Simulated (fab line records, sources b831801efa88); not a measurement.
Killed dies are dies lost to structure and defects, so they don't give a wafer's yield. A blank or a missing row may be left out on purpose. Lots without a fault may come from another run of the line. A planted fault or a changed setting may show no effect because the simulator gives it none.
A struck lot beside a sound one | flow gf180mcu | 17 steps out of a route of 602
Sound: wafers L450.2, L450.3, L450.5. Struck: wafer L455.4. (L455.2, L455.3 of the same lot were not struck and are left out.) The cause comes at the end.
At each step with rows: each side's tool, then ch and its chambers, then its first start. Under that, the readings that differ: sound wafers | struck wafers | difference of the means | sigmas: that difference in standard deviations of wafers without a fault.
alike: readings whose means differ by less than 2 such deviations, and words and numbers that are the same on both sides. not compared: withheld readings, readings that some wafer has no value for, bounds like >300 that may hide the same value, and numbers for which the record gives no deviation and whose values overlap.
The two part at a step that has a row with sigmas, a row that says differs or no value, or rows on one side only. Numbers that don't overlap but have no deviation are shown without sigmas and don't part them. A reading that every wafer of one side lacks parts them only if that side has two wafers or more.

first, 4 steps without rows for these wafers: GF_M1_SOFTBAKE_10 (time 60 s); GF_M1_EXPOSE_11 (exposes mask Metal1, target cd 230 nm); GF_M1_PEB_12 (peb time 90 s); GF_M1_DEVELOP_13 (develop time 60 s).
GF_M1_CD_MEAS_14: target cd 230 nm.
  sound on cd_sem-02, day 18 21:04; struck on cd_sem-02, day 21 04:08
  alike: cd_nm
GF_M1_OVL_MEAS_15:
  sound on overlay-01, day 18 21:10; struck on overlay-01, day 21 04:14
  alike: M1_OVL
GF_M1_METAL_ETCH_16: etches the open film in Cl2/BCl3, stops on SiO2, target depth 750.8 nm, time 125.1 s.
  sound on rie_metal-04 ch 0,1, day 18 21:11; struck on rie_metal-03 ch 1, day 21 04:16
  alike: bias_w, drypump_motor_current_A, oes_product_au, throttle_valve_pct
  not compared: rf_hours_counter_h
GF_M1_STRIP_17: strips in O2/N2.
  sound on plasma_asher-02 ch 0,1, day 18 21:19; struck on plasma_asher-01 ch 1, day 21 04:23
  alike: drypump_motor_current_A, heater_power_w, oes_product_au, strip_time_to_endpoint_s
  not compared: rf_hours_counter_h
then, 3 steps without rows for these wafers: GF_M1_STRIP_18 (strips in post etch residue remover, time 1200 s); GF_M1_CLEAN_19 (cleans in DIW); GF_V1_CVD_00 (deposits SiO2, target thk 600 nm, time 100 s).
GF_V1_THK_MEAS_01:
  sound on film_metro-02, day 18 21:56; struck on film_metro-03, day 21 05:01
  reading            | sound       | struck | difference | sigmas
  V1_CVD_00_THK (nm) | 603 602 605 | 581    | -22        | -3
GF_V1_CVD_02: deposits SiO2 from TEOS, target thk 850 nm, time 94.851 s.
  sound on pecvd-02 ch 0,1,2, day 18 21:59; struck on pecvd-02 ch 2, day 21 05:04
  reading                             | sound             | struck | difference | sigmas
  rf_fwd_power_W (W)                  | 595.3 595.1 593.6 | 500.1  | -94.6      | -50
  model.SiO2_of_V1_CVD_02.thk_nm (nm) | 849.5 847.1 850.5 | 807    | -42        |
  alike: heater_power_w
GF_V1_THK_MEAS_03:
  sound on film_metro-02, day 18 22:07; struck on film_metro-03, day 21 05:10
  reading            | sound       | struck | difference | sigmas
  V1_CVD_02_THK (nm) | 849 847 850 | 807    | -42        | -3
GF_V1_CMP_04: polishes SiO2.
  sound on cmp-01 ch 0,2,3, day 18 22:30; struck on cmp-02 ch 1, day 21 05:13
  reading                | sound    | struck | difference | sigmas
  time_to_endpoint_s (s) | 79 74 81 | 60     | -18        | -3
  alike: edge_zone_pressure_frac, motor_current_A
GF_V1_BOW_MEAS_05:
  sound on film_metro-02, day 18 22:43; struck on film_metro-03, day 21 05:32
  alike: V1_BOW
then, 1 step without rows for these wafers: GF_PASSIVATION_PROBE_99.

WHERE THEY PART
First at GF_V1_THK_MEAS_01; last, within this record, at GF_V1_CMP_04. Later steps at which nothing parts them and some readings are alike: GF_V1_BOW_MEAS_05.

WHY: what the simulator had put in
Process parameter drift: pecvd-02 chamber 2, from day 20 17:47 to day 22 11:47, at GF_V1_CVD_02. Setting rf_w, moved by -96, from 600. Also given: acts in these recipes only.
